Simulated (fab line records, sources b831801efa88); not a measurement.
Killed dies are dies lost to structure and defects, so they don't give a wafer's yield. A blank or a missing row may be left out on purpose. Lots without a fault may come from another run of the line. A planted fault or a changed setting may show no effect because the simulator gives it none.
fab line records | flow gf180mcu
record lots=12 wafers=36 last_day=34
route steps=602 shown HV_LDD@229 PSD@256 CONTACT@289
lots that met no fault: from a run of the same line without faults
start_h: hours from the record's first day to the start of the lot's first wafer shown | wait_h: hours since the lot's step before | " the same as in the row above | L1.1+2: a row that stands for several wafers | - no value, or no start given | * or withheld: withheld | < > ~ a bound
route shown NAME@n: a module of which the file shows steps, and the number in the route of the first | usual: mean/standard deviation of fault-free wafers | same: alike in all rows | chamber/n: place in a boat | sites: the reading at each site | _std_site: their standard deviation | _edge_site: outer sites' mean less inner sites' | radius_mm: how far each site lies from the wafer's centre | mask NAME#n: copy n | behind: the tool/chamber that last shaped the wafer | hold: why the lot was held/for how many hours/how that ended | device: the transistor (n, p or np) that didn't switch | end of line: the same wafers' tests at the end of the route | a step without rows: its recipe alone | killed: dies lost to structure and defects at the first sort, not the wafer's yield | map: a wafer's dies, x killed, . not, _ none there
set.NAME: the setting as run; set.NAME@STEP: as run at that earlier step | model.NAME: the simulator's own value behind a step, which no gauge read
steps of the route over a sample of lots; a table a step, a row a wafer
services: from which hour (start_h, from the record's first day; less than 0 if before it) a tool's chamber was out of use, for how many hours, and why
## steps
# step GF_HV_LDD_RS_MEAS_53
# recipe thk_meas_gauge=four-point-probe
# usual HV_LDD_RS=412.4/0.9
# columns lot.wafer tool chamber start_h wait_h HV_LDD_RS[ohm/sq]
L949.4 film_metro-02 - 267.76 0.1 412.7
L949.5 " - " " 412.7
L949.6 " - " " 414.6
L950.2 film_metro-02 - 281.96 0.1 412.0
L950.3 " - " " 411.9
L950.6 " - " " 410.3
L957.1 film_metro-02 - 335.37 0.1 411.5
L957.3 " - " " 413.0
L957.6 " - " " 413.1
L959.2 film_metro-02 - 354.19 0.1 412.9
L959.4 " - " " 412.3
L959.6 " - " " 412.5
L960.1 film_metro-04 - 363.60 0.1 410.8
L960.4 " - " " 412.3
L960.6 " - " " 410.9
L964.2 film_metro-04 - 397.98 0.1 412.6
L964.4 " - " " 412.2
L964.5 " - " " 413.1
L965.2 film_metro-04 - 406.19 0.1 412.2
L965.3 " - " " 412.3
L965.4 " - " " 412.1
L966.3 film_metro-02 - 413.51 0.1 412.5
L966.4 " - " " 411.4
L966.5 " - " " 412.5
L969.1 film_metro-03 - 443.15 0.1 413.1
L969.4 " - " " 412.6
L969.5 " - " " 412.1
L970.4 film_metro-03 - 448.26 0.1 412.6
L970.5 " - " " 412.9
L970.6 " - " " 413.1
L971.4 film_metro-02 - 450.11 0.1 412.1
L971.5 " - " " 411.4
L971.6 " - " " 413.2
L972.1 film_metro-04 - 458.93 0.1 412.6
L972.4 " - " " 413.6
L972.5 " - " " 411.8
# step GF_HV_LDD_ETCHBACK_58
# recipe chemistry=CH3F/O2 target=Si3N4 stop_on=SiO2 source_w=400 bias_w=80 pressure_mtorr=25 ch3f_flow_sccm=40 O2_flow_sccm=30 time_s=100 target_depth_a=900
# usual drypump_motor_current_A=5.6/0.53 oes_product_au=0.843/0.0064 throttle_valve_pct=10.562/0.0089
# columns lot.wafer tool chamber start_h wait_h drypump_motor_current_A oes_product_au rf_hours_counter_h throttle_valve_pct
L949.4 rie_diel-03 1 271.13 0.0 5.1 0.838 7 10.578
L949.5 " 3 " " 5.0 0.831 - 10.566
L949.6 " 0 " " 5.6 0.847 - 10.550
L950.2 rie_diel-01 2 284.62 0.0 6.2 0.847 81 10.571
L950.3 " 0 " " 4.9 0.838 121 10.564
L950.6 " 1 " " 6.1 0.847 - 10.556
L957.1 rie_diel-03 1 338.06 0.1 5.2 0.856 9 10.573
L957.3 " 0 " " 5.6 0.842 92 10.576
L957.6 " 3 " " 5.0 0.846 - 10.558
L959.2 rie_diel-02 2 356.86 0.0 5.8 0.839 8 10.555
L959.4 " 1 " " 4.9 0.839 98 10.560
L959.6 " 1 " " 5.0 0.840 - 10.545
L960.1 rie_diel-03 3 366.29 0.1 5.0 0.847 91 10.569
L960.4 " 2 " " 5.5 0.849 8 10.570
L960.6 " 2 " " 5.5 0.844 - 10.565
L964.2 rie_diel-02 2 400.65 0.0 5.8 0.856 10 10.558
L964.4 " 2 " " 5.8 0.843 - 10.566
L964.5 " 1 " " 5.0 0.841 - 10.556
L965.2 rie_diel-01 1 408.86 0.0 6.2 0.846 64 10.560
L965.3 " 2 " " 6.3 0.849 84 10.548
L965.4 " 0 " " 4.9 0.846 2 10.567
L966.3 rie_diel-01 3 417.49 0.0 6.4 0.845 18 10.561
L966.4 " 0 " " 4.9 0.837 2 10.583
L966.5 " 1 " " 6.2 0.840 - 10.557
L969.1 rie_diel-02 2 445.84 0.1 5.8 0.845 11 10.569
L969.4 " 3 " " 6.0 0.841 25 10.563
L969.5 " 1 " " 5.0 0.843 - 10.563
L970.4 rie_diel-02 2 450.89 0.0 5.8 0.832 11 10.558
L970.5 " 3 " " 6.0 0.847 - 10.552
L970.6 " 0 " " 5.3 0.846 - 10.544
L971.4 rie_diel-01 3 453.40 0.0 6.4 0.841 19 10.570
L971.5 " 1 " " 6.2 0.840 - 10.567
L971.6 " 0 " " 4.9 0.845 - 10.556
L972.1 rie_diel-01 2 461.62 0.1 6.2 0.834 86 10.562
L972.4 " 0 " " 4.9 0.844 3 10.573
L972.5 " 0 " " 4.9 0.838 - 10.556
# step GF_PSD_OVL_MEAS_08
# usual PSD_OVL=-0.9/1.4
# columns lot.wafer tool chamber start_h wait_h PSD_OVL[nm]
L949.4 overlay-02 - 311.36 0.1 -1.5
L949.5 " - " " -1.3
L949.6 " - " " -1.9
L950.2 overlay-02 - 325.93 0.1 0.4
L950.3 " - " " 0.6
L950.6 " - " " 1.8
L957.1 overlay-01 - 382.81 0.1 -1.3
L957.3 " - " " -2.0
L957.6 " - " " -0.2
L959.2 overlay-01 - 402.72 0.1 -0.9
L959.4 " - " " -0.5
L959.6 " - " " 0.2
L960.1 overlay-01 - 411.96 0.1 0.1
L960.4 " - " " 1.4
L960.6 " - " " 0.4
L964.2 overlay-01 - 449.26 0.1 1.0
L964.4 " - " " 0.9
L964.5 " - " " 1.3
L965.2 overlay-01 - 457.72 0.1 0.7
L965.3 " - " " 0.4
L965.4 " - " " -1.7
L966.3 overlay-01 - 465.62 0.1 -1.3
L966.4 " - " " -2.5
L966.5 " - " " -2.0
L969.1 overlay-01 - 494.65 0.1 2.0
L969.4 " - " " 0.4
L969.5 " - " " 1.0
L970.4 overlay-01 - 499.22 0.1 -2.0
L970.5 " - " " -2.0
L970.6 " - " " -1.4
L971.4 overlay-02 - 501.28 0.1 -1.7
L971.5 " - " " -2.1
L971.6 " - " " -3.2
L972.1 overlay-01 - 510.20 0.1 0.4
L972.4 " - " " -0.5
L972.5 " - " " -1.1
# step GF_CONTACT_CVD_02
# recipe material=SiO2 target_thk_nm=860 precursor=TEOS temp_c=400 time_s=95.992 rf_w=600
# usual heater_power_w=669/100
# columns lot.wafer tool chamber start_h wait_h heater_power_w
L949.4 pecvd-03 0 334.21 0.1 544
L949.5 " 2 " " 545
L949.6 " 1 " " 831
L950.2 pecvd-03 2 348.70 0.0 589
L950.3 " 0 " " 600
L950.6 " 1 " " 802
L957.1 pecvd-04 2 407.22 0.1 705
L957.3 " 1 " " 827
L957.6 " 1 " " 666
L959.2 pecvd-04 2 428.32 0.0 714
L959.4 " 2 " " 577
L959.6 " 0 " " 584
L960.1 pecvd-04 2 437.79 0.1 702
L960.4 " 1 " " 804
L960.6 " 0 " " 573
L964.2 pecvd-03 0 474.52 0.0 622
L964.4 " 2 " " 651
L964.5 " 0 " " 669
L965.2 pecvd-03 0 483.44 0.0 588
L965.3 " 2 " " 624
L965.4 " 2 " " 669
L966.3 pecvd-03 1 491.39 0.0 800
L966.4 " 2 " " 683
L966.5 " 1 " " 812
L969.1 pecvd-04 1 519.56 0.1 716
L969.4 " 2 " " 664
L969.5 " 0 " " 713
L970.4 pecvd-04 0 524.16 0.1 575
L970.5 " 1 " " 676
L970.6 " 2 " " 677
L971.4 pecvd-02 0 525.61 0.1 446
L971.5 " 1 " " 611
L971.6 " 2 " " 697
L972.1 pecvd-03 1 534.71 0.1 761
L972.4 " 1 " " 822
L972.5 " 2 " " 525
# step GF_CONTACT_THK_MEAS_03
# recipe reads=SiO2_of_CONTACT_CVD_02
# usual CONTACT_CVD_02_THK=858/11
# columns lot.wafer tool chamber start_h wait_h CONTACT_CVD_02_THK[nm]
L949.4 film_metro-03 - 334.28 0.0 867
L949.5 " - " " 868
L949.6 " - " " 859
L950.2 film_metro-03 - 348.78 0.0 865
L950.3 " - " " 850
L950.6 " - " " 861
L957.1 film_metro-03 - 407.29 0.0 843
L957.3 " - " " 841
L957.6 " - " " 396
L959.2 film_metro-02 - 428.40 0.0 844
L959.4 " - " " 860
L959.6 " - " " 390
L960.1 film_metro-04 - 437.86 0.0 836
L960.4 " - " " 849
L960.6 " - " " 371
L964.2 film_metro-02 - 474.64 0.1 840
L964.4 " - " " 857
L964.5 " - " " 853
L965.2 film_metro-03 - 483.52 0.0 849
L965.3 " - " " 858
L965.4 " - " " 875
L966.3 film_metro-02 - 491.48 0.1 858
L966.4 " - " " 873
L966.5 " - " " 865
L969.1 film_metro-02 - 519.63 0.0 843
L969.4 " - " " 847
L969.5 " - " " 857
L970.4 film_metro-03 - 524.22 0.0 863
L970.5 " - " " 857
L970.6 " - " " 853
L971.4 film_metro-03 - 525.67 0.0 865
L971.5 " - " " 870
L971.6 " - " " 864
L972.1 film_metro-02 - 534.78 0.0 851
L972.4 " - " " 864
L972.5 " - " " 866
# step GF_CONTACT_CMP_04
# recipe material=SiO2 down_force_psi=4 platen_rpm=60 pad_velocity_m_s=0.94248
# usual motor_current_A=11.7/1.2 time_to_endpoint_s=109/6.8
# columns lot.wafer tool chamber start_h wait_h motor_current_A time_to_endpoint_s
L949.4 cmp-02 2 334.36 0.1 11.3 115
L949.5 " 1 " " 12.7 106
L949.6 " 2 " " 10.0 110
L950.3 cmp-02 1 348.83 0.0 13.0 100
L950.2 " 2 " " 10.3 109
L950.6 " 2 " " 9.4 111
L957.3 cmp-02 0 407.35 0.0 12.6 109
L957.1 " 3 " " 10.6 106
L957.6 " 0 " " 13.5 53
L959.2 cmp-01 0 428.50 0.1 12.5 106
L959.4 " 1 " " 13.0 105
L959.6 " 0 " " 11.9 54
L960.1 cmp-02 2 437.97 0.1 10.4 100
L960.4 " 3 " " 10.8 104
L960.6 " 2 " " 10.2 46
L964.4 cmp-01 3 474.74 0.1 13.1 120
L964.2 " 1 " " 12.7 103
L964.5 " 3 " " 12.9 116
L965.3 cmp-02 2 483.57 0.0 10.3 109
L965.4 " 0 " " 12.8 114
L965.2 " 1 " " 12.1 101
L966.3 cmp-02 2 491.52 0.0 10.0 107
L966.4 " 0 " " 12.5 121
L966.5 " 2 " " 10.2 111
L969.4 cmp-02 2 519.69 0.0 9.9 108
L969.1 " 1 " " 13.3 97
L969.5 " 2 " " 10.6 107
L970.4 cmp-02 3 524.40 0.2 11.0 102
L970.5 " 0 " " 12.4 108
L970.6 " 1 " " 12.7 99
L971.4 cmp-02 1 525.75 0.1 12.7 107
L971.6 " 0 " " 12.5 113
L971.5 " 1 " " 12.9 107
L972.1 cmp-02 3 534.84 0.1 10.6 102
L972.4 " 2 " " 10.1 108
L972.5 " 3 " " 10.5 104
# step GF_CONTACT_ETCH_17
# recipe chemistry=C4F8/O2/Ar mask_material=KrF target=SiO2 stop_on=CoSi2 source_w=1500 bias_w=1200 pressure_mtorr=40 c4f8_flow_sccm=withheld O2_flow_sccm=6 Ar_flow_sccm=300 time_s=withheld target_depth_a=8600
# usual oes_product_au=0.814/0.0049
# columns lot.wafer tool chamber start_h wait_h oes_product_au
L949.4 rie_diel-04 0 - - 0.806
L949.5 " 1 " " 0.819
L949.6 " 0 " " 0.814
L950.2 rie_diel-02 3 - - 0.813
L950.3 " 1 " " 0.815
L950.6 " 0 " " 0.816
L957.1 rie_diel-02 0 - - 0.807
L957.3 " 3 " " 0.814
L957.6 " 3 " " 0.725
L959.2 rie_diel-04 2 - - 0.816
L959.4 " 0 " " 0.812
L959.6 " 2 " " 0.719
L960.1 rie_diel-04 1 - - 0.804
L960.4 " 0 " " 0.819
L960.6 " 1 " " 0.720
L964.2 rie_diel-03 1 - - 0.809
L964.4 " 2 " " 0.821
L964.5 " 3 " " 0.815
L965.2 rie_diel-02 0 - - 0.810
L965.3 " 1 " " 0.808
L965.4 " 3 " " 0.823
L966.3 rie_diel-04 3 - - 0.815
L966.4 " 2 " " 0.811
L966.5 " 3 " " 0.813
L969.1 rie_diel-04 0 - - 0.812
L969.4 " 0 " " 0.809
L969.5 " 3 " " 0.818
L970.4 rie_diel-04 0 - - 0.805
L970.5 " 0 " " 0.813
L970.6 " 3 " " 0.812
L971.4 rie_diel-02 2 - - 0.818
L971.5 " 2 " " 0.809
L971.6 " 3 " " 0.814
L972.1 rie_diel-03 1 - - 0.815
L972.4 " 2 " " 0.816
L972.5 " 1 " " 0.814
## services
# columns tool chamber start_h hours kind
rie_diel-04 2 254.55 4.7 repair
rie_diel-02 2 263.09 1.4 repair
cmp-02 - 266.90 2.5 repair
pecvd-03 - 277.65 0.7 repair
cmp-02 - 323.09 0.3 repair
rie_diel-02 - 324.23 2.1 repair
cmp-02 - 357.51 1.4 repair
cmp-02 - 374.77 2.5 repair
cmp-02 - 377.48 4.8 repair
rie_diel-02 3 392.65 10.9 repair
cmp-02 - 398.29 0.7 repair
rie_diel-04 3 404.60 5.4 repair
cmp-02 - 411.24 0.7 repair
rie_diel-02 - 411.30 3.6 repair
rie_diel-04 2 417.34 10.1 repair
cmp-02 - 436.00 0.7 repair
rie_diel-04 1 444.00 4.0 repair
pecvd-03 2 461.34 6.3 repair
rie_diel-04 2 462.06 29.4 repair
cmp-02 - 463.01 13.7 repair
pecvd-03 1 465.80 8.8 repair
cmp-02 - 468.51 0.4 repair
rie_diel-02 0 475.32 2.9 repair
cmp-02 - 507.28 9.1 repair
## key
first_sign step=GF_CONTACT_THK_MEAS_03 reading=CONTACT_CVD_02_THK direction=down sigmas=41 usual=858 struck=386
effect step=GF_CONTACT_CMP_04 reading=time_to_endpoint_s direction=down sigmas=8.6 usual=* struck=*
effect step=GF_CONTACT_ETCH_17 reading=oes_product_au direction=down sigmas=19 usual=0.814 struck=0.721
met_at GF_CONTACT_CVD_02
struck_lots L957,L959,L960
struck_wafers L957.6,L959.6,L960.6
tester_left_out L957,L959,L960
not_acting_at GF_HV_LDD_RS_MEAS_53,GF_HV_LDD_ETCHBACK_58,GF_PSD_OVL_MEAS_08
fault kind=process_parameter_drift tool=pecvd-04 chamber=- onset_h=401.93 steps=GF_CONTACT_CVD_02 channel=target_thk_nm offset=-459.84 shape=step end_h=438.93 scope=struck_wafers_only acts_in=these_recipes_only stated=860
# tester_left_out: of these lots the tester's yield and bins aren't shown, on N5 and GAA mostly nor the transistor test; their killed dies are dies lost to structure and defects alone, not to doping, threshold or leakage, so they don't give the yield
